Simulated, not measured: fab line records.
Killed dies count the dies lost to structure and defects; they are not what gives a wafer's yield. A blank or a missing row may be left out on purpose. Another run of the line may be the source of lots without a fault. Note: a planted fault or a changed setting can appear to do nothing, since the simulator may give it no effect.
Split-lot trial -- flow gf180mcu -- on a route of 602 steps: 5 lots, 23 wafers read

== ABOUT THE SPLIT ==
At GF_V3_SPUTTER_21 (material Ti, target thk 15 nm, time 80.02 s), the setting time-s was moved away from the recipe's 80.02 s on 7 of the 23 wafers read, by -6.5% to +9.7%. This setting was run at the recipe's value on the other wafers.

The reading is taken at the split's own step.

== THE READING ==
Ti_of_V3_SPUTTER_21.thk-nm (the simulator's own value, which no gauge read), in nm, at GF_V3_SPUTTER_21 (material Ti, target thk 15 nm, time 80.02 s). There is no usual value for it anywhere in the file. Across the 16 wafers here that went through the recipe, the average is 15.01 nm and the standard deviation 0.12 nm.

wafer,"tool, chamber at the split","time-s as run, s",against the recipe,"Ti_of_V3_SPUTTER_21.thk-nm, nm",against lot-mates on the recipe
L075.1,"pvd-sputter-02, -",80.02,recipe,15.19,-
L075.2,"pvd-sputter-02, -",86.92,+8.6%,16.28,+1.20
L075.3,"pvd-sputter-02, -",80.02,recipe,15.04,-
L075.4,"pvd-sputter-02, -",86.92,+8.6%,16.49,+1.41
L075.5,"pvd-sputter-02, -",80.02,recipe,15.01,-
L076.2,"pvd-sputter-03, -",80.02,recipe,14.99,-
L076.3,"pvd-sputter-03, -",80.02,recipe,14.94,-
L076.4,"pvd-sputter-03, -",80.02,recipe,14.96,-
L076.5,"pvd-sputter-03, -",80.02,recipe,15,-
L076.6,"pvd-sputter-03, -",80.02,recipe,15.04,-
L082.1,"pvd-sputter-04, -",74.83,-6.5%,13.88,-1.09
L082.2,"pvd-sputter-04, -",80.02,recipe,14.99,-
L082.4,"pvd-sputter-04, -",80.02,recipe,15.21,-
L082.5,"pvd-sputter-04, -",74.83,-6.5%,13.92,-1.05
L082.6,"pvd-sputter-04, -",80.02,recipe,14.71,-
L083.1,"pvd-sputter-03, -",87.77,+9.7%,16.54,+1.45
L083.2,"pvd-sputter-03, -",80.02,recipe,15,-
L083.3,"pvd-sputter-03, -",87.77,+9.7%,16.5,+1.41
L083.4,"pvd-sputter-03, -",80.02,recipe,15.19,-
L083.6,"pvd-sputter-03, -",87.77,+9.7%,16.81,+1.71
L084.2,"pvd-sputter-04, -",80.02,recipe,15.06,-
L084.3,"pvd-sputter-04, -",80.02,recipe,14.93,-
L084.5,"pvd-sputter-04, -",80.02,recipe,14.96,-

THE FIT
A straight line over all 23 wafers: Ti_of_V3_SPUTTER_21.thk-nm changes by +0.165 nm for each +1% of time-s; r = +0.99; the points scatter about the line by 0.12 nm.
The same after taking each lot's own level away (the mean of its wafers on the recipe; 23 wafers): +0.157 nm for each +1%; r = +0.99; scatter 0.11 nm.
Per that fit: largest time-s move, reading shift of 1.5 nm.
From 14.970 to 15.095 nm: that is the span of the lots' own levels, equal to 1.1 times the standard deviation above.
Consequently the slope shifts little with the lot-to-lot level, the two slopes agreeing.
Check: with one of the wafers moved furthest among these (+9.7%) left out of the fit, the line predicts +1.53 nm for it against its lot-mates. Against them it came out at +1.45 nm.

== OTHER SPLITS ON THESE WAFERS ==
Note: prior to the reading, these wafers also went through further splits. Each is held against what the fit with the lots' levels taken away leaves over:
other split on the same wafers,wafers away from the commonest value,r with Ti_of_V3_SPUTTER_21.thk-nm (lot level and that fit taken away)
GF_V1_PEB_12 peb-time-s,3,-0.05
GF_V1_CVD_23 pressure-torr,15,+0.00
GF_M2_EXPOSE_11 dose-mj,11,-0.09
GF_V2_COAT_09 resist-thk-nm,7,+0.42
GF_V2_DEVELOP_13 dev-temp-c,11,+0.10
GF_V2_SPUTTER_22 time-s,9,+0.21
GF_M3_SPUTTER_04 time-s,6,-0.13

== THE FILE'S OWN FIT ==
Ti_of_V3_SPUTTER_21.thk-nm changes by +0.157 nm for each +1% of time-s, r = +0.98.
